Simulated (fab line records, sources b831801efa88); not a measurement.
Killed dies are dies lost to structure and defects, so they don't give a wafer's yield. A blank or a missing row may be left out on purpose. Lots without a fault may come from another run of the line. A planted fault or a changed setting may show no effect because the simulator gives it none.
Which tool did it? | flow gf180mcu | 12 lots, 35 wafers sampled, at 2 steps of a route of 602

WHAT THE GAUGES READ, wafer by wafer
GF_VT_IMPLANT_TW_MEAS_21. Usual: VT_IMPLANT_2_TW 1217, standard deviation 5.6.
lot  | measured     | on            | VT_IMPLANT_2_TW | flag
L833 | day 6 08:19  | film_metro-01 | 1204 1205 1201  |
L834 | day 6 14:57  | film_metro-02 | 1223 1220 1216  |
L835 | day 6 17:23  | film_metro-02 | 1224 1217 1221  |
L836 | day 7 05:23  | film_metro-02 | 1219 1208 1222  |
L839 | day 7 19:17  | film_metro-02 | 1223 1215 1217  |
L840 | day 8 02:15  | film_metro-02 | 1217 1219 1220  |
L841 | day 8 08:05  | film_metro-04 | 1211 1216 1211  |
L842 | day 8 17:35  | film_metro-04 | 1214 1212 1216  |
L845 | day 9 12:28  | film_metro-04 | 1216 1215 1221  |
L846 | day 9 16:02  | film_metro-02 | 1219 1218 1216  |
L853 | day 11 09:58 | film_metro-04 | 1218 1214       |
L854 | day 11 16:25 | film_metro-02 | 1224 1216 1215  |

WHICH TOOL RAN EACH LOT (tool, then ch and the chambers of the sampled wafers, then the start)
lot  | GF_VT_IMPLANT_STRIP_09
L833 | plasma_asher-01 ch 0,1, day 5 17:50
L834 | plasma_asher-04 ch 0,1, day 5 23:13
L835 | plasma_asher-02 ch 0,1, day 6 02:07
L836 | plasma_asher-02 ch 0,1, day 6 13:56
L839 | plasma_asher-04 ch 0,1, day 7 03:29
L840 | plasma_asher-02 ch 0, day 7 09:44
L841 | plasma_asher-04 ch 0,1, day 7 15:55
L842 | plasma_asher-02 ch 0,1, day 8 01:13
L845 | plasma_asher-02 ch 0,1, day 8 20:27
L846 | plasma_asher-04 ch 0,1, day 8 22:17
L853 | plasma_asher-01 ch 0, day 10 15:13
L854 | plasma_asher-02 ch 0,1, day 10 22:40
- GF_VT_IMPLANT_STRIP_09: strips in O2/N2.

WHAT THE TOOLS THEMSELVES READ (means of the sampled wafers that have a number; where no wafer has one, the mark that the record gives instead)
GF_VT_IMPLANT_STRIP_09. Usual: drypump_motor_current_A 5.9 A, standard deviation 0.55; heater_power_w 375 W, standard deviation 49; oes_product_au 0.716 a.u., standard deviation 0.0043; strip_time_to_endpoint_s 12.66 s, standard deviation 0.035.
lot  | tool            | drypump_motor_current_A (A) | heater_power_w (W) | oes_product_au (a.u.) | strip_time_to_endpoint_s (s) | flag
L833 | plasma_asher-01 | 5.8                         | 362                | 0.717                 | 12.65                        |
L834 | plasma_asher-04 | 5.2                         | 338                | 0.722                 | 12.63                        |
L835 | plasma_asher-02 | 6.2                         | 430                | 0.717                 | 12.68                        |
L836 | plasma_asher-02 | 6.2                         | 431                | 0.721                 | 12.63                        |
L839 | plasma_asher-04 | 5.7                         | 326                | 0.714                 | 12.71                        |
L840 | plasma_asher-02 | 6.3                         | 370                | 0.713                 | 12.61                        |
L841 | plasma_asher-04 | 5.1                         | 335                | 0.714                 | 12.65                        |
L842 | plasma_asher-02 | 6.3                         | 402                | 0.712                 | 12.72                        |
L845 | plasma_asher-02 | 6.3                         | 429                | 0.718                 | 12.62                        |
L846 | plasma_asher-04 | 5.1                         | 336                | 0.721                 | 12.68                        |
L853 | plasma_asher-01 | 5.7                         | 370                | 0.713                 | 12.66                        |
L854 | plasma_asher-02 | 6.2                         | 428                | 0.719                 | 12.70                        |

THE ANSWER, worked out from the rows above alone
Rule: a lot is off if the mean of its wafers that have a number lies more than 3 standard deviations from the usual mean. A lot without any number at a reading at which 4 lots or more have one is off too. The other lots that the step has rows for count as sound. The gauges are gone through in route order, then the tools' own readings, and for those a lot's mean is taken as printed above. The first step at which some lot is off is used, and at that step the reading that is off furthest; a lot without a number counts as furthest.
No lot is off at any reading shown: from this, nothing can be told.

WHAT THE SIMULATOR HAD PUT IN
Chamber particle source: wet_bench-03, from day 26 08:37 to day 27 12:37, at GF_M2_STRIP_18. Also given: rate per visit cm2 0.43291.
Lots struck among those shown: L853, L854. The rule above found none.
